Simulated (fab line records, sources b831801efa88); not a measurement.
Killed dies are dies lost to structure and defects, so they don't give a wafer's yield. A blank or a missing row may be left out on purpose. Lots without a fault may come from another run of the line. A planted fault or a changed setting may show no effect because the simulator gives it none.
Chamber matching | flow sky130 | SKY_LI_CONTACT_ETCH_15 on rie_diel-04: 4 sister chambers
The step etches PSG in C4F8/O2/Ar, stops on Si, target depth 600 nm. 4 wafers are shown with their chamber, then 8 later ones without.

WAFERS WITH THEIR CHAMBER
wafer  | chamber | oes_product_au (a.u.)
L090.4 | 3       | 0.833
L092.1 | 1       | 0.842
L092.3 | 2       | 0.836
L094.1 | 0       | 0.832

WAFERS WITHOUT THEIR CHAMBER
wafer  | oes_product_au (a.u.)
L094.4 | 0.839
L094.6 | 0.834
L096.1 | 0.830
L096.2 | 0.841
L096.3 | 0.838
L097.4 | 0.839
L097.5 | 0.834
L097.6 | 0.837

WHICH CHAMBER EACH WENT THROUGH
wafer  | from the rows above          | in truth
L094.4 | can't be placed: 1 or 2 or 3 | 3
L094.6 | can't be placed: 3 or 0 or 2 | 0
L096.1 | can't be placed: 0 or 3      | 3
L096.2 | 1                            | 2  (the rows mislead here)
L096.3 | can't be placed: 2 or 1 or 3 | 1
L097.4 | can't be placed: 1 or 2 or 3 | 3
L097.5 | can't be placed: 3 or 0 or 2 | 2
L097.6 | can't be placed: 2 or 3      | 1
Placed correctly: 0 of 8. Can't be placed from these rows: 7 (the true chamber is among the candidates in 6). Placed wrongly: 1.
How it was worked out, from the rows above alone: a wafer's distance from a chamber is the root of the sum, over the readings, of the square of ((its reading less the chamber's mean) divided by the reading's scatter). The wafer belongs to the nearest chamber; if the next one is less than 2 further off, it can't be placed. A chamber's mean is the mean of its shown wafers. The scatter: with one shown wafer a chamber, the root of the mean of the squares of how far each hidden wafer lies from its nearest shown one.
